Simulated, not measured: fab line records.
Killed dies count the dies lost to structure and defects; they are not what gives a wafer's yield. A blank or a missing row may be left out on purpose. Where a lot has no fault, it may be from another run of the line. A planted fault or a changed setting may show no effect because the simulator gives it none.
Chamber matching | flow sky130 | SKY_SONOS_ONO_ETCH_15 on rie_diel-01 has 4 sister chambers
The step etches the open film in CHF3/O2, target depth 19.52 nm, time 7.8 s. 4 wafers are shown with their chamber, then 10 later ones without.

WAFERS, EACH WITH ITS CHAMBER
wafer  | chamber | drypump_motor_current_A (A)
L583.6 | 3       | 5.93
L590.4 | 1       | 5.48
L591.1 | 0       | 5.97
L591.2 | 2       | 5.63

WAFERS WITH NO CHAMBER GIVEN
wafer  | drypump_motor_current_A (A)
L591.4 | 5.50
L592.2 | 5.98
L592.3 | 5.61
L592.5 | 5.95
L595.3 | 6.00
L595.4 | 5.61
L595.5 | 5.61
L596.3 | 5.97
L596.4 | 5.94
L596.5 | 5.61

WHICH CHAMBER EACH WENT THROUGH
wafer  | from the rows above     | in truth
L591.4 | 1                       | 1
L592.2 | 0                       | 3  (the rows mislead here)
L592.3 | 2                       | 2
L592.5 | can't be placed: 0 or 3 | 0
L595.3 | 0                       | 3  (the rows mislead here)
L595.4 | 2                       | 2
L595.5 | 2                       | 2
L596.3 | 0                       | 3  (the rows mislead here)
L596.4 | can't be placed: 3 or 0 | 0
L596.5 | 2                       | 2
5 of 10 placed correctly. Can't be placed from these rows: 2 (the true chamber is among the candidates in 2). Number placed wrongly: 3.
How it was worked out, from the rows above alone: a wafer's distance from a chamber is the root of the sum, over the readings, of the square of ((its reading less the chamber's mean) divided by the reading's scatter). If the next closest chamber is less than 2 further off than the closest, the wafer can't be placed; otherwise it belongs to the closest. A chamber's mean is the mean of its shown wafers. The scatter (one wafer shown for each chamber): square how far every hidden wafer sits from the nearest shown wafer, average those squares and take the square root.
